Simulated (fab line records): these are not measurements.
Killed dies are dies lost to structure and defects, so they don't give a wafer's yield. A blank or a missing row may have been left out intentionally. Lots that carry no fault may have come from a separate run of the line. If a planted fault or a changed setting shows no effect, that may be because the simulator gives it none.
Shared-tool check ; flow sky130 ; 30 wafers sampled across 10 lots

REASON IT WAS OPENED
Of 10 lots, 1 have the reading POLY_GATE_CVD_00_THK flagged at SKY_POLY_GATE_THK_MEAS_01. No-fault wafers: 180.7 nm, standard deviation 1.2.
Rule: a lot is flagged when every wafer of it that has a number lies more than 4 standard deviations from that mean, or none has a number. All remaining lots are regarded as sound.

lot;measured;on;POLY_GATE_CVD_00_THK (nm), wafer by wafer;flag
L934;day 15 18:22;film metro-04;179.2 180.7 180.4;
L930;day 15 22:35;film metro-02;179.1 179.6 179.9;
L933;day 16 01:55;film metro-02;179.0 181.9 181.6;
L936;day 16 16:41;film metro-01;179.7 180.1 179.5;
L938;day 17 07:02;film metro-01;182.4 181.4 180.4;
L939;day 17 15:06;film metro-04;180.9 180.8 182.0;
L942;day 18 14:17;film metro-04;182.4 182.8 182.3;
L946;day 20 03:02;film metro-02;179.7 179.2 180.5;
L948;day 20 21:05;film metro-04;130.1 129.3 128.4;FLAGGED
L951;day 21 18:07;film metro-02;180.1 181.2 181.1;
The mean of the flagged lots' numbers is 129.3 nm, -51.4 nm from the usual (-43 standard deviations).

LOT BY LOT: THE TOOL USED
3 process steps preceding the reading are held in the record, out of 708 steps in the route. Each cell gives the tool, then ch followed by the chambers the sampled wafers passed through, then the start.
lot;flag;SKY_VT_ADJUST_NCORE_STRIP_10;SKY_VT_ADJUST_HVTR_STRIP_10;SKY_POLY_GATE_CVD_00
L934;;plasma asher-02 ch 0,1, day 9 22:09;plasma asher-04 ch 0,1, day 10 21:03;lpcvd-01 ch 0, day 15 17:10
L930;;plasma asher-02 ch 0,1, day 9 23:16;plasma asher-04 ch 0,1, day 10 23:01;lpcvd-01 ch 1, day 15 21:23
L933;;plasma asher-03 ch 0,1, day 10 01:57;plasma asher-01 ch 0,1, day 11 01:15;lpcvd-01 ch 1, day 16 00:43
L936;;plasma asher-03 ch 0,1, day 10 14:20;plasma asher-04 ch 0,1, day 11 14:35;lpcvd-01 ch 1, day 16 15:28
L938;;plasma asher-03 ch 0,1, day 11 02:14;plasma asher-04 ch 0,1, day 12 03:17;lpcvd-01 ch 0, day 17 05:49
L939;;plasma asher-04 ch 0,1, day 11 13:41;plasma asher-03 ch 0,1, day 12 15:17;lpcvd-01 ch 0, day 17 13:53
L942;;plasma asher-04 ch 0, day 12 04:48;plasma asher-04 ch 0,1, day 13 07:00;lpcvd-01 ch 0, day 18 13:05
L946;;plasma asher-02 ch 0,1, day 13 09:00;plasma asher-04 ch 0,1, day 14 12:52;lpcvd-01 ch 1, day 20 01:50
L948;FLAGGED;plasma asher-02 ch 0,1, day 14 07:21;plasma asher-04 ch 1, day 15 11:40;lpcvd-01 ch 0, day 20 19:53
L951;;plasma asher-02 ch 0,1, day 15 00:32;plasma asher-03 ch 0,1, day 16 05:14;lpcvd-01 ch 1, day 21 16:53
What these steps do:
- SKY_VT_ADJUST_NCORE_STRIP_10: strips in O2/N2.
- SKY_VT_ADJUST_HVTR_STRIP_10: strips in O2/N2.
- SKY_POLY_GATE_CVD_00: deposits poly-Si, target thk 180 nm, time 720 s.
- SKY_POLY_GATE_THK_MEAS_01

FLAGGED AGAINST TOTAL, ONE TOOL AT A TIME (gauges that did the reading follow at the end)
step;tool;lots run;flagged;share of the flagged lots;sound lots run after its first flagged lot
SKY_VT_ADJUST_NCORE_STRIP_10;plasma asher-02;5;1;all;1 (L951)
SKY_VT_ADJUST_NCORE_STRIP_10;plasma asher-03;3;0;none;-
SKY_VT_ADJUST_NCORE_STRIP_10;plasma asher-04;2;0;none;-
SKY_VT_ADJUST_HVTR_STRIP_10;plasma asher-01;1;0;none;-
SKY_VT_ADJUST_HVTR_STRIP_10;plasma asher-03;2;0;none;-
SKY_VT_ADJUST_HVTR_STRIP_10;plasma asher-04;7;1;all;0
SKY_POLY_GATE_CVD_00;lpcvd-01;10;1;all;1 (L951)
SKY_POLY_GATE_THK_MEAS_01;film metro-01;2;0;none;-
SKY_POLY_GATE_THK_MEAS_01;film metro-02;4;0;none;-
SKY_POLY_GATE_THK_MEAS_01;film metro-04;4;1;all;0

WHAT IS ALLOWED BY THE TABLE
4 rows of the table ran every flagged lot: plasma asher-02 at SKY_VT_ADJUST_NCORE_STRIP_10, plasma asher-04 at SKY_VT_ADJUST_HVTR_STRIP_10, lpcvd-01 at SKY_POLY_GATE_CVD_00, film metro-04 at SKY_POLY_GATE_THK_MEAS_01.
- plasma asher-02 at SKY_VT_ADJUST_NCORE_STRIP_10 ran 5 lots, 1 of them flagged. Sound lots ran on it after the first flagged one (L951), which a lasting fault on the whole tool wouldn't allow.
- plasma asher-04 at SKY_VT_ADJUST_HVTR_STRIP_10 ran 7 lots, 1 of them flagged. Last sound lot L946 at day 14 12:52, first flagged lot L948 at day 15 11:40; a fault beginning in between fits.
- lpcvd-01 at SKY_POLY_GATE_CVD_00 ran 10 lots, 1 of them flagged. Sound lots ran on it after the first flagged one (L951), which a lasting fault on the whole tool wouldn't allow. Its own readings lie more than 4 standard deviations out on every wafer of the flagged lots: pressure mtorr.
- film metro-04 at SKY_POLY_GATE_THK_MEAS_01 ran 4 lots, 1 of them flagged. Last sound lot L942 at day 18 14:17, first flagged lot L948 at day 20 21:05; a fault beginning in between fits.
A lot count leaves these 2 tools indistinguishable: every one of them fits a fault beginning at some hour. More lots, or a look at what each step does to the wafer, might.

WHAT HAD BEEN PUT IN BY THE SIMULATOR
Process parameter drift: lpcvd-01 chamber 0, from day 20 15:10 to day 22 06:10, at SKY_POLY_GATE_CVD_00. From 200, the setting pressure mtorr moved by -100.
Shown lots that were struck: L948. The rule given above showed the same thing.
